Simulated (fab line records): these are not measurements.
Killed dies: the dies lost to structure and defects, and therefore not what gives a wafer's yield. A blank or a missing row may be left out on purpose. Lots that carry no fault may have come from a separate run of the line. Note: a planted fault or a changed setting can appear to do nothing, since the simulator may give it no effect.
fab line records / flow sky130
record: lots: 13 wafers: 39 lastDay: 49
route steps=708 shown SONOS_ONO@169 POLY_GATE@230 SD_P@324
lots that met no fault: taken from a fault-free run of the same line
startH: hours from the record's first day to the start of the lot's first wafer shown / waitH: hours since the lot's step before / " as in the row above / L1.1+2: several wafers, shown together as one row / - value missing, or start not given / * or withheld: withheld / < > ~ a bound
route shown NAME@n: NAME is a module with steps in the file, n the number in the route of the first one / usual: mean/standard deviation of fault-free wafers / same: alike in all rows / chamber/n: place in a boat / sites: the reading at each site / _std_site: their standard deviation / _edge_site: outer sites' mean less inner sites' / radiusMm: how far each site lies from the wafer's centre / mask NAME#n: copy n / behind: the last tool/chamber to shape the wafer / hold: what put the lot on hold/how long, in hours/how the hold closed / device: the transistor (n, p or np) that didn't switch / end of line: the same wafers' tests at the end of the route / a step given without rows: its recipe and nothing more / killed: count of dies lost to structure and defects at first sort (not the wafer's yield) / map: a wafer's dies, marking killed ones x, the rest . and places with no die _
set.NAME: the setting as run; set.NAME@STEP: as run at that earlier step / model.NAME: the simulator's own value behind a step, which no gauge read
the route's steps for a sample of lots (tables are steps, rows are wafers)
services: the hour from which a tool's chamber was out of use, counted from the record's first day as startH (under 0 if before that day), plus the number of hours and why
== steps ==
step: SKY_SONOS_ONO_THK_MEAS_01
recipe: reads: SiO2_of_SONOS_ONO_OXIDATION_00
usual: SONOS_ONO_OXIDATION_THK: 2.62/0.059
lot.wafer=L867.1 tool=filmMetro-01 chamber=- startH=253.28 waitH=0.0 SONOS_ONO_OXIDATION_THK[nm]=2.63
lot.wafer=L867.3 tool=filmMetro-01 chamber=- startH=253.28 waitH=0.0 SONOS_ONO_OXIDATION_THK[nm]=2.58
lot.wafer=L867.4 tool=filmMetro-01 chamber=- startH=253.28 waitH=0.0 SONOS_ONO_OXIDATION_THK[nm]=2.56
lot.wafer=L868.1 tool=filmMetro-01 chamber=- startH=260.15 waitH=0.0 SONOS_ONO_OXIDATION_THK[nm]=2.59
lot.wafer=L868.2 tool=filmMetro-01 chamber=- startH=260.15 waitH=0.0 SONOS_ONO_OXIDATION_THK[nm]=2.66
lot.wafer=L868.5 tool=filmMetro-01 chamber=- startH=260.15 waitH=0.0 SONOS_ONO_OXIDATION_THK[nm]=2.58
lot.wafer=L869.1 tool=filmMetro-02 chamber=- startH=268.47 waitH=0.0 SONOS_ONO_OXIDATION_THK[nm]=2.59
lot.wafer=L869.4 tool=filmMetro-02 chamber=- startH=268.47 waitH=0.0 SONOS_ONO_OXIDATION_THK[nm]=2.59
lot.wafer=L869.5 tool=filmMetro-02 chamber=- startH=268.47 waitH=0.0 SONOS_ONO_OXIDATION_THK[nm]=2.54
lot.wafer=L870.1 tool=filmMetro-01 chamber=- startH=276.82 waitH=0.0 SONOS_ONO_OXIDATION_THK[nm]=2.58
lot.wafer=L870.4 tool=filmMetro-01 chamber=- startH=276.82 waitH=0.0 SONOS_ONO_OXIDATION_THK[nm]=2.52
lot.wafer=L870.6 tool=filmMetro-01 chamber=- startH=276.82 waitH=0.0 SONOS_ONO_OXIDATION_THK[nm]=2.50
lot.wafer=L872.2 tool=filmMetro-02 chamber=- startH=293.41 waitH=0.0 SONOS_ONO_OXIDATION_THK[nm]=2.55
lot.wafer=L872.4 tool=filmMetro-02 chamber=- startH=293.41 waitH=0.0 SONOS_ONO_OXIDATION_THK[nm]=2.65
lot.wafer=L872.6 tool=filmMetro-02 chamber=- startH=293.41 waitH=0.0 SONOS_ONO_OXIDATION_THK[nm]=2.67
lot.wafer=L873.3 tool=filmMetro-03 chamber=- startH=294.76 waitH=0.0 SONOS_ONO_OXIDATION_THK[nm]=2.62
lot.wafer=L873.4 tool=filmMetro-03 chamber=- startH=294.76 waitH=0.0 SONOS_ONO_OXIDATION_THK[nm]=2.56
lot.wafer=L873.6 tool=filmMetro-03 chamber=- startH=294.76 waitH=0.0 SONOS_ONO_OXIDATION_THK[nm]=2.69
lot.wafer=L875.3 tool=filmMetro-02 chamber=- startH=317.78 waitH=0.0 SONOS_ONO_OXIDATION_THK[nm]=2.60
lot.wafer=L875.4 tool=filmMetro-02 chamber=- startH=317.78 waitH=0.0 SONOS_ONO_OXIDATION_THK[nm]=2.68
lot.wafer=L875.6 tool=filmMetro-02 chamber=- startH=317.78 waitH=0.0 SONOS_ONO_OXIDATION_THK[nm]=2.67
lot.wafer=L876.1 tool=filmMetro-02 chamber=- startH=325.97 waitH=0.0 SONOS_ONO_OXIDATION_THK[nm]=2.72
lot.wafer=L876.4 tool=filmMetro-02 chamber=- startH=325.97 waitH=0.0 SONOS_ONO_OXIDATION_THK[nm]=2.64
lot.wafer=L876.5 tool=filmMetro-02 chamber=- startH=325.97 waitH=0.0 SONOS_ONO_OXIDATION_THK[nm]=2.67
lot.wafer=L877.2 tool=filmMetro-02 chamber=- startH=335.63 waitH=0.0 SONOS_ONO_OXIDATION_THK[nm]=2.64
lot.wafer=L877.3 tool=filmMetro-02 chamber=- startH=335.63 waitH=0.0 SONOS_ONO_OXIDATION_THK[nm]=2.68
lot.wafer=L877.5 tool=filmMetro-02 chamber=- startH=335.63 waitH=0.0 SONOS_ONO_OXIDATION_THK[nm]=2.64
lot.wafer=L878.1 tool=filmMetro-03 chamber=- startH=346.57 waitH=0.0 SONOS_ONO_OXIDATION_THK[nm]=2.61
lot.wafer=L878.2 tool=filmMetro-03 chamber=- startH=346.57 waitH=0.0 SONOS_ONO_OXIDATION_THK[nm]=2.59
lot.wafer=L878.6 tool=filmMetro-03 chamber=- startH=346.57 waitH=0.0 SONOS_ONO_OXIDATION_THK[nm]=2.59
lot.wafer=L880.3 tool=filmMetro-02 chamber=- startH=361.02 waitH=0.0 SONOS_ONO_OXIDATION_THK[nm]=2.58
lot.wafer=L880.4 tool=filmMetro-02 chamber=- startH=361.02 waitH=0.0 SONOS_ONO_OXIDATION_THK[nm]=2.61
lot.wafer=L880.6 tool=filmMetro-02 chamber=- startH=361.02 waitH=0.0 SONOS_ONO_OXIDATION_THK[nm]=2.55
lot.wafer=L884.1 tool=filmMetro-01 chamber=- startH=388.88 waitH=0.0 SONOS_ONO_OXIDATION_THK[nm]=2.54
lot.wafer=L884.2 tool=filmMetro-01 chamber=- startH=388.88 waitH=0.0 SONOS_ONO_OXIDATION_THK[nm]=2.55
lot.wafer=L884.5 tool=filmMetro-01 chamber=- startH=388.88 waitH=0.0 SONOS_ONO_OXIDATION_THK[nm]=2.57
lot.wafer=L886.1 tool=filmMetro-02 chamber=- startH=405.51 waitH=0.0 SONOS_ONO_OXIDATION_THK[nm]=2.60
lot.wafer=L886.3 tool=filmMetro-02 chamber=- startH=405.51 waitH=0.0 SONOS_ONO_OXIDATION_THK[nm]=2.57
lot.wafer=L886.6 tool=filmMetro-02 chamber=- startH=405.51 waitH=0.0 SONOS_ONO_OXIDATION_THK[nm]=2.68
step: SKY_POLY_GATE_ETCH_16
recipe: stopOn: poly-Si chemistry: CH3F/O2 target: Si3N4 sourceW: 400 biasW: 80 pressureMtorr: 25 ch3fFlowSccm: 40 O2_flow_sccm: 30 timeS: 147.5 targetDepthA: 750
usual: drypumpMotorCurrentA: 5.5/0.43 oesProductAu: 0.638/0.0053 throttleValvePct: 10.535/0.009
lot.wafer=L867.1 tool=rieDiel-03 chamber=3 startH=374.43 waitH=0.0 drypumpMotorCurrentA=5.1 oesProductAu=0.640 rfHoursCounterH=48 throttleValvePct=10.545
lot.wafer=L867.3 tool=rieDiel-03 chamber=2 startH=374.43 waitH=0.0 drypumpMotorCurrentA=6.1 oesProductAu=0.634 rfHoursCounterH=4 throttleValvePct=10.536
lot.wafer=L867.4 tool=rieDiel-03 chamber=1 startH=374.43 waitH=0.0 drypumpMotorCurrentA=6.2 oesProductAu=0.643 rfHoursCounterH=5 throttleValvePct=10.535
lot.wafer=L868.1 tool=rieDiel-04 chamber=3 startH=374.66 waitH=0.0 drypumpMotorCurrentA=5.0 oesProductAu=0.639 rfHoursCounterH=28 throttleValvePct=10.525
lot.wafer=L868.2 tool=rieDiel-04 chamber=2 startH=374.66 waitH=0.0 drypumpMotorCurrentA=5.7 oesProductAu=0.630 rfHoursCounterH=61 throttleValvePct=10.533
lot.wafer=L868.5 tool=rieDiel-04 chamber=3 startH=374.66 waitH=0.0 drypumpMotorCurrentA=5.0 oesProductAu=0.637 rfHoursCounterH=- throttleValvePct=10.531
lot.wafer=L869.1 tool=rieDiel-03 chamber=2 startH=390.59 waitH=0.0 drypumpMotorCurrentA=6.1 oesProductAu=0.634 rfHoursCounterH=5 throttleValvePct=10.557
lot.wafer=L869.4 tool=rieDiel-03 chamber=3 startH=390.59 waitH=0.0 drypumpMotorCurrentA=5.0 oesProductAu=0.642 rfHoursCounterH=49 throttleValvePct=10.528
lot.wafer=L869.5 tool=rieDiel-03 chamber=1 startH=390.59 waitH=0.0 drypumpMotorCurrentA=6.2 oesProductAu=0.640 rfHoursCounterH=- throttleValvePct=10.544
lot.wafer=L870.1 tool=rieDiel-04 chamber=3 startH=399.94 waitH=0.0 drypumpMotorCurrentA=5.0 oesProductAu=0.634 rfHoursCounterH=28 throttleValvePct=10.524
lot.wafer=L870.4 tool=rieDiel-04 chamber=1 startH=399.94 waitH=0.0 drypumpMotorCurrentA=5.6 oesProductAu=0.638 rfHoursCounterH=68 throttleValvePct=10.536
lot.wafer=L870.6 tool=rieDiel-04 chamber=3 startH=399.94 waitH=0.0 drypumpMotorCurrentA=5.0 oesProductAu=0.634 rfHoursCounterH=- throttleValvePct=10.528
lot.wafer=L872.2 tool=rieDiel-03 chamber=2 startH=420.21 waitH=0.0 drypumpMotorCurrentA=6.1 oesProductAu=0.639 rfHoursCounterH=5 throttleValvePct=10.540
lot.wafer=L872.4 tool=rieDiel-03 chamber=0 startH=420.21 waitH=0.0 drypumpMotorCurrentA=5.3 oesProductAu=0.645 rfHoursCounterH=96 throttleValvePct=10.530
lot.wafer=L872.6 tool=rieDiel-03 chamber=1 startH=420.21 waitH=0.0 drypumpMotorCurrentA=6.2 oesProductAu=0.644 rfHoursCounterH=- throttleValvePct=10.526
lot.wafer=L873.3 tool=rieDiel-02 chamber=2 startH=420.56 waitH=0.0 drypumpMotorCurrentA=5.3 oesProductAu=0.644 rfHoursCounterH=48 throttleValvePct=10.536
lot.wafer=L873.4 tool=rieDiel-02 chamber=0 startH=420.56 waitH=0.0 drypumpMotorCurrentA=5.3 oesProductAu=0.642 rfHoursCounterH=20 throttleValvePct=10.530
lot.wafer=L873.6 tool=rieDiel-02 chamber=0 startH=420.56 waitH=0.0 drypumpMotorCurrentA=5.3 oesProductAu=0.640 rfHoursCounterH=- throttleValvePct=10.548
lot.wafer=L875.3 tool=rieDiel-02 chamber=0 startH=449.98 waitH=0.0 drypumpMotorCurrentA=5.3 oesProductAu=0.637 rfHoursCounterH=21 throttleValvePct=10.543
lot.wafer=L875.4 tool=rieDiel-02 chamber=1 startH=449.98 waitH=0.0 drypumpMotorCurrentA=5.9 oesProductAu=0.638 rfHoursCounterH=8 throttleValvePct=10.521
lot.wafer=L875.6 tool=rieDiel-02 chamber=2 startH=449.98 waitH=0.0 drypumpMotorCurrentA=5.3 oesProductAu=0.634 rfHoursCounterH=- throttleValvePct=10.539
lot.wafer=L876.1 tool=rieDiel-04 chamber=2 startH=453.79 waitH=0.0 drypumpMotorCurrentA=5.7 oesProductAu=0.637 rfHoursCounterH=62 throttleValvePct=10.525
lot.wafer=L876.4 tool=rieDiel-04 chamber=3 startH=453.79 waitH=0.0 drypumpMotorCurrentA=5.0 oesProductAu=0.648 rfHoursCounterH=- throttleValvePct=10.537
lot.wafer=L876.5 tool=rieDiel-04 chamber=2 startH=453.79 waitH=0.0 drypumpMotorCurrentA=5.7 oesProductAu=0.642 rfHoursCounterH=- throttleValvePct=10.534
lot.wafer=L877.2 tool=rieDiel-02 chamber=3 startH=463.51 waitH=0.0 drypumpMotorCurrentA=5.2 oesProductAu=0.644 rfHoursCounterH=29 throttleValvePct=10.538
lot.wafer=L877.3 tool=rieDiel-02 chamber=2 startH=463.51 waitH=0.0 drypumpMotorCurrentA=5.3 oesProductAu=0.639 rfHoursCounterH=49 throttleValvePct=10.543
lot.wafer=L877.5 tool=rieDiel-02 chamber=0 startH=463.51 waitH=0.0 drypumpMotorCurrentA=5.3 oesProductAu=0.643 rfHoursCounterH=- throttleValvePct=10.534
lot.wafer=L878.1 tool=rieDiel-03 chamber=3 startH=476.23 waitH=0.0 drypumpMotorCurrentA=5.0 oesProductAu=0.633 rfHoursCounterH=50 throttleValvePct=10.537
lot.wafer=L878.2 tool=rieDiel-03 chamber=1 startH=476.23 waitH=0.0 drypumpMotorCurrentA=6.2 oesProductAu=0.633 rfHoursCounterH=7 throttleValvePct=10.541
lot.wafer=L878.6 tool=rieDiel-03 chamber=2 startH=476.23 waitH=0.0 drypumpMotorCurrentA=6.1 oesProductAu=0.641 rfHoursCounterH=- throttleValvePct=10.531
lot.wafer=L880.3 tool=rieDiel-03 chamber=0 startH=490.94 waitH=0.0 drypumpMotorCurrentA=5.3 oesProductAu=0.637 rfHoursCounterH=0 throttleValvePct=10.527
lot.wafer=L880.4 tool=rieDiel-03 chamber=2 startH=490.94 waitH=0.0 drypumpMotorCurrentA=6.1 oesProductAu=0.639 rfHoursCounterH=- throttleValvePct=10.534
lot.wafer=L880.6 tool=rieDiel-03 chamber=1 startH=490.94 waitH=0.0 drypumpMotorCurrentA=6.3 oesProductAu=0.636 rfHoursCounterH=- throttleValvePct=10.529
lot.wafer=L884.1 tool=rieDiel-02 chamber=3 startH=522.39 waitH=0.0 drypumpMotorCurrentA=5.2 oesProductAu=0.643 rfHoursCounterH=31 throttleValvePct=10.518
lot.wafer=L884.2 tool=rieDiel-02 chamber=2 startH=522.39 waitH=0.0 drypumpMotorCurrentA=5.3 oesProductAu=0.636 rfHoursCounterH=51 throttleValvePct=10.532
lot.wafer=L884.5 tool=rieDiel-02 chamber=1 startH=522.39 waitH=0.0 drypumpMotorCurrentA=6.0 oesProductAu=0.644 rfHoursCounterH=- throttleValvePct=10.520
lot.wafer=L886.1 tool=rieDiel-02 chamber=1 startH=540.16 waitH=0.0 drypumpMotorCurrentA=5.9 oesProductAu=0.632 rfHoursCounterH=10 throttleValvePct=10.523
lot.wafer=L886.3 tool=rieDiel-02 chamber=0 startH=540.16 waitH=0.0 drypumpMotorCurrentA=5.3 oesProductAu=0.633 rfHoursCounterH=23 throttleValvePct=10.537
lot.wafer=L886.6 tool=rieDiel-02 chamber=3 startH=540.16 waitH=0.0 drypumpMotorCurrentA=5.2 oesProductAu=0.635 rfHoursCounterH=- throttleValvePct=10.546
step: SKY_POLY_GATE_CD_MEAS_22
usual: cdNm: 150/3.4
lot.wafer=L867.1 tool=cdSem-02 chamber=- startH=376.05 waitH=0.1 cdNm=156
lot.wafer=L867.3 tool=cdSem-02 chamber=- startH=376.05 waitH=0.1 cdNm=152
lot.wafer=L867.4 tool=cdSem-02 chamber=- startH=376.05 waitH=0.1 cdNm=152
lot.wafer=L868.1 tool=cdSem-01 chamber=- startH=376.39 waitH=0.1 cdNm=151
lot.wafer=L868.2 tool=cdSem-01 chamber=- startH=376.39 waitH=0.1 cdNm=155
lot.wafer=L868.5 tool=cdSem-01 chamber=- startH=376.39 waitH=0.1 cdNm=147
lot.wafer=L869.1 tool=cdSem-02 chamber=- startH=393.20 waitH=0.1 cdNm=149
lot.wafer=L869.4 tool=cdSem-02 chamber=- startH=393.20 waitH=0.1 cdNm=149
lot.wafer=L869.5 tool=cdSem-02 chamber=- startH=393.20 waitH=0.1 cdNm=142
lot.wafer=L870.1 tool=cdSem-02 chamber=- startH=401.85 waitH=0.1 cdNm=145
lot.wafer=L870.4 tool=cdSem-02 chamber=- startH=401.85 waitH=0.1 cdNm=149
lot.wafer=L870.6 tool=cdSem-02 chamber=- startH=401.85 waitH=0.1 cdNm=146
lot.wafer=L872.2 tool=cdSem-01 chamber=- startH=422.85 waitH=0.1 cdNm=151
lot.wafer=L872.4 tool=cdSem-01 chamber=- startH=422.85 waitH=0.1 cdNm=151
lot.wafer=L872.6 tool=cdSem-01 chamber=- startH=422.85 waitH=0.1 cdNm=146
lot.wafer=L873.3 tool=cdSem-02 chamber=- startH=422.88 waitH=0.1 cdNm=147
lot.wafer=L873.4 tool=cdSem-02 chamber=- startH=422.88 waitH=0.1 cdNm=147
lot.wafer=L873.6 tool=cdSem-02 chamber=- startH=422.88 waitH=0.1 cdNm=148
lot.wafer=L875.3 tool=cdSem-01 chamber=- startH=451.88 waitH=0.1 cdNm=144
lot.wafer=L875.4 tool=cdSem-01 chamber=- startH=451.88 waitH=0.1 cdNm=153
lot.wafer=L875.6 tool=cdSem-01 chamber=- startH=451.88 waitH=0.1 cdNm=149
lot.wafer=L876.1 tool=cdSem-02 chamber=- startH=455.83 waitH=0.1 cdNm=153
lot.wafer=L876.4 tool=cdSem-02 chamber=- startH=455.83 waitH=0.1 cdNm=147
lot.wafer=L876.5 tool=cdSem-02 chamber=- startH=455.83 waitH=0.1 cdNm=156
lot.wafer=L877.2 tool=cdSem-01 chamber=- startH=465.42 waitH=0.1 cdNm=150
lot.wafer=L877.3 tool=cdSem-01 chamber=- startH=465.42 waitH=0.1 cdNm=148
lot.wafer=L877.5 tool=cdSem-01 chamber=- startH=465.42 waitH=0.1 cdNm=142
lot.wafer=L878.1 tool=cdSem-01 chamber=- startH=478.03 waitH=0.1 cdNm=159
lot.wafer=L878.2 tool=cdSem-01 chamber=- startH=478.03 waitH=0.1 cdNm=151
lot.wafer=L878.6 tool=cdSem-01 chamber=- startH=478.03 waitH=0.1 cdNm=156
lot.wafer=L880.3 tool=cdSem-02 chamber=- startH=492.62 waitH=0.1 cdNm=150
lot.wafer=L880.4 tool=cdSem-02 chamber=- startH=492.62 waitH=0.1 cdNm=150
lot.wafer=L880.6 tool=cdSem-02 chamber=- startH=492.62 waitH=0.1 cdNm=148
lot.wafer=L884.1 tool=cdSem-02 chamber=- startH=524.01 waitH=0.1 cdNm=153
lot.wafer=L884.2 tool=cdSem-02 chamber=- startH=524.01 waitH=0.1 cdNm=154
lot.wafer=L884.5 tool=cdSem-02 chamber=- startH=524.01 waitH=0.1 cdNm=153
lot.wafer=L886.1 tool=cdSem-01 chamber=- startH=541.89 waitH=0.1 cdNm=147
lot.wafer=L886.3 tool=cdSem-01 chamber=- startH=541.89 waitH=0.1 cdNm=147
lot.wafer=L886.6 tool=cdSem-01 chamber=- startH=541.89 waitH=0.1 cdNm=157
step: SKY_SD_P_EXPOSE_04
recipe: maskId: PSDM na: 0.6 sourceShape: conventional sigmaOuter: 0.6 polarization: unpolarized targetCdNm: 380 doseMj: 138
lot.wafer=L867.1+3+4 tool=ilineStepper-01 chamber=0 startH=576.20 waitH=- mask=PSDM#0
lot.wafer=L868.1+2+5 tool=ilineStepper-01 chamber=0 startH=577.60 waitH=- mask=PSDM#0
lot.wafer=L869.1+4+5 tool=ilineStepper-02 chamber=0 startH=593.44 waitH=- mask=PSDM#0
lot.wafer=L870.1+4+6 tool=ilineStepper-02 chamber=0 startH=602.15 waitH=- mask=PSDM#0
lot.wafer=L873.3+4+6 tool=ilineStepper-01 chamber=0 startH=623.50 waitH=- mask=PSDM#0
lot.wafer=L872.2+4+6 tool=ilineStepper-01 chamber=0 startH=627.42 waitH=- mask=PSDM#0
lot.wafer=L875.3+4+6 tool=ilineStepper-02 chamber=0 startH=652.27 waitH=- mask=PSDM#0
lot.wafer=L876.1+4+5 tool=ilineStepper-01 chamber=0 startH=654.52 waitH=- mask=PSDM#0
lot.wafer=L877.2+3+5 tool=ilineStepper-02 chamber=0 startH=661.95 waitH=- mask=PSDM#0
lot.wafer=L878.1+2+6 tool=ilineStepper-01 chamber=0 startH=674.91 waitH=- mask=PSDM#0
lot.wafer=L880.3+4+6 tool=ilineStepper-02 chamber=0 startH=688.41 waitH=- mask=PSDM#0
lot.wafer=L884.1+2+5 tool=ilineStepper-02 chamber=0 startH=716.09 waitH=- mask=PSDM_R1#0
lot.wafer=L886.1+3+6 tool=ilineStepper-01 chamber=0 startH=733.74 waitH=- mask=PSDM#0
step: SKY_SD_P_CD_MEAS_07
recipe: targetCdNm: 380
usual: cdNm: 380.8/2.7
lot.wafer=L867.1 tool=cdSem-01 chamber=- startH=590.75 waitH=0.1 hold=- cdNm=382.4
lot.wafer=L867.3 tool=cdSem-01 chamber=- startH=590.75 waitH=0.1 hold=- cdNm=385.2
lot.wafer=L867.4 tool=cdSem-01 chamber=- startH=590.75 waitH=0.1 hold=- cdNm=381.6
lot.wafer=L868.1 tool=cdSem-02 chamber=- startH=591.94 waitH=0.1 hold=- cdNm=377.0
lot.wafer=L868.2 tool=cdSem-02 chamber=- startH=591.94 waitH=0.1 hold=- cdNm=377.7
lot.wafer=L868.5 tool=cdSem-02 chamber=- startH=591.94 waitH=0.1 hold=- cdNm=378.2
lot.wafer=L869.1 tool=cdSem-01 chamber=- startH=607.97 waitH=0.2 hold=- cdNm=379.1
lot.wafer=L869.4 tool=cdSem-01 chamber=- startH=607.97 waitH=0.2 hold=- cdNm=381.0
lot.wafer=L869.5 tool=cdSem-01 chamber=- startH=607.97 waitH=0.2 hold=- cdNm=381.1
lot.wafer=L870.1 tool=cdSem-01 chamber=- startH=616.32 waitH=0.2 hold=- cdNm=374.2
lot.wafer=L870.4 tool=cdSem-01 chamber=- startH=616.32 waitH=0.2 hold=- cdNm=377.7
lot.wafer=L870.6 tool=cdSem-01 chamber=- startH=616.32 waitH=0.2 hold=- cdNm=377.8
lot.wafer=L873.3 tool=cdSem-02 chamber=- startH=637.40 waitH=0.1 hold=- cdNm=381.2
lot.wafer=L873.4 tool=cdSem-02 chamber=- startH=637.40 waitH=0.1 hold=- cdNm=380.5
lot.wafer=L873.6 tool=cdSem-02 chamber=- startH=637.40 waitH=0.1 hold=- cdNm=380.1
lot.wafer=L872.2 tool=cdSem-01 chamber=- startH=641.62 waitH=0.1 hold=- cdNm=381.6
lot.wafer=L872.4 tool=cdSem-01 chamber=- startH=641.62 waitH=0.1 hold=- cdNm=382.3
lot.wafer=L872.6 tool=cdSem-01 chamber=- startH=641.62 waitH=0.1 hold=- cdNm=383.3
lot.wafer=L875.3 tool=cdSem-02 chamber=- startH=666.14 waitH=0.1 hold=- cdNm=379.4
lot.wafer=L875.4 tool=cdSem-02 chamber=- startH=666.14 waitH=0.1 hold=- cdNm=377.3
lot.wafer=L875.6 tool=cdSem-02 chamber=- startH=666.14 waitH=0.1 hold=- cdNm=377.6
lot.wafer=L876.1 tool=cdSem-01 chamber=- startH=668.35 waitH=0.1 hold=- cdNm=384.4
lot.wafer=L876.4 tool=cdSem-01 chamber=- startH=668.35 waitH=0.1 hold=- cdNm=386.9
lot.wafer=L876.5 tool=cdSem-01 chamber=- startH=668.35 waitH=0.1 hold=- cdNm=383.3
lot.wafer=L877.2 tool=cdSem-01 chamber=- startH=675.87 waitH=0.1 hold=- cdNm=382.9
lot.wafer=L877.3 tool=cdSem-01 chamber=- startH=675.87 waitH=0.1 hold=- cdNm=382.7
lot.wafer=L877.5 tool=cdSem-01 chamber=- startH=675.87 waitH=0.1 hold=- cdNm=381.0
lot.wafer=L878.1 tool=cdSem-02 chamber=- startH=689.21 waitH=0.1 hold=- cdNm=382.2
lot.wafer=L878.2 tool=cdSem-02 chamber=- startH=689.21 waitH=0.1 hold=- cdNm=385.5
lot.wafer=L878.6 tool=cdSem-02 chamber=- startH=689.21 waitH=0.1 hold=- cdNm=382.7
lot.wafer=L880.3 tool=cdSem-02 chamber=- startH=701.80 waitH=0.1 hold=- cdNm=382.5
lot.wafer=L880.4 tool=cdSem-02 chamber=- startH=701.80 waitH=0.1 hold=- cdNm=381.4
lot.wafer=L880.6 tool=cdSem-02 chamber=- startH=701.80 waitH=0.1 hold=- cdNm=382.2
lot.wafer=L884.1 tool=cdSem-02 chamber=- startH=729.56 waitH=0.1 hold=awaitDispo/0.2h/release cdNm=304.0
lot.wafer=L884.2 tool=cdSem-02 chamber=- startH=729.56 waitH=0.1 hold=awaitDispo/0.2h/release cdNm=301.8
lot.wafer=L884.5 tool=cdSem-02 chamber=- startH=729.56 waitH=0.1 hold=awaitDispo/0.2h/release cdNm=301.7
lot.wafer=L884.1 tool=cdSem-02 chamber=- startH=729.85 waitH=0.3 hold=- cdNm=304.3
lot.wafer=L884.2 tool=cdSem-02 chamber=- startH=729.85 waitH=0.3 hold=- cdNm=302.0
lot.wafer=L884.5 tool=cdSem-02 chamber=- startH=729.85 waitH=0.3 hold=- cdNm=301.6
lot.wafer=L886.1 tool=cdSem-02 chamber=- startH=746.59 waitH=0.1 hold=- cdNm=379.8
lot.wafer=L886.3 tool=cdSem-02 chamber=- startH=746.59 waitH=0.1 hold=- cdNm=379.8
lot.wafer=L886.6 tool=cdSem-02 chamber=- startH=746.59 waitH=0.1 hold=- cdNm=380.0
== services ==
tool=rieDiel-04 chamber=- startH=358.56 hours=4.2 kind=repair
tool=ilineStepper-01 chamber=- startH=364.27 hours=4.4 kind=pm
tool=ilineStepper-01 chamber=- startH=374.66 hours=1.7 kind=pm
tool=ilineStepper-02 chamber=- startH=384.90 hours=10.5 kind=repair
tool=ilineStepper-02 chamber=- startH=396.60 hours=2.1 kind=pm
tool=rieDiel-03 chamber=- startH=404.92 hours=1.1 kind=repair
tool=rieDiel-04 chamber=2 startH=405.58 hours=17.9 kind=repair
tool=rieDiel-03 chamber=- startH=453.68 hours=0.9 kind=repair
tool=rieDiel-03 chamber=1 startH=457.64 hours=4.5 kind=repair
tool=rieDiel-03 chamber=3 startH=458.87 hours=4.9 kind=repair
tool=ilineStepper-02 chamber=- startH=460.43 hours=1.7 kind=pm
tool=rieDiel-03 chamber=3 startH=478.72 hours=16.9 kind=repair
tool=ilineStepper-02 chamber=- startH=489.84 hours=4.4 kind=pm
tool=rieDiel-03 chamber=2 startH=499.63 hours=2.6 kind=repair
tool=rieDiel-03 chamber=0 startH=514.69 hours=16.2 kind=repair
tool=rieDiel-02 chamber=- startH=535.45 hours=0.4 kind=repair
tool=ilineStepper-02 chamber=- startH=568.72 hours=10.7 kind=repair
tool=ilineStepper-02 chamber=- startH=568.89 hours=3.2 kind=repair
tool=ilineStepper-01 chamber=- startH=587.14 hours=6.8 kind=repair
tool=ilineStepper-01 chamber=- startH=593.95 hours=1.7 kind=pm
tool=rieDiel-02 chamber=3 startH=678.37 hours=3.5 kind=repair
tool=ilineStepper-02 chamber=- startH=678.61 hours=1.7 kind=pm
tool=rieDiel-02 chamber=2 startH=685.13 hours=2.8 kind=repair
tool=rieDiel-02 chamber=0 startH=692.49 hours=4.5 kind=repair
== key ==
firstSign: step: SKY_SD_P_EXPOSE_04 reading: mask direction: changed
effect: step: SKY_SD_P_CD_MEAS_07 reading: visit direction: added
effect: step: SKY_SD_P_CD_MEAS_07 reading: cdNm direction: down sigmas: 29 usual: 380.8 struck: 302.5
metAt SKY_SD_P_EXPOSE_04
struckLots L884
sortLeftOut L884.1,L884.2,L884.5
testerLeftOut L884
notActingAt SKY_SONOS_ONO_THK_MEAS_01,SKY_POLY_GATE_ETCH_16,SKY_POLY_GATE_CD_MEAS_22
onsetBetween 688.41 716.09
fault: kind: wrongMask tool: any chamber: - onsetH: 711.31 steps: SKY_SD_P_EXPOSE_04 auxCopy: PSDM_R1#0 cdOffsetNm: -76 scope: struckLotsOnly
testerLeftOut: of these lots the tester's yield and bins aren't shown, on N5 and GAA mostly nor the transistor test; their killed dies are dies lost to structure and defects alone, not to doping, threshold or leakage, so they don't give the yield
sortLeftOut: the simulated sort isn't trusted on such a fault, so these wafers' sort isn't shown, and their yield isn't known
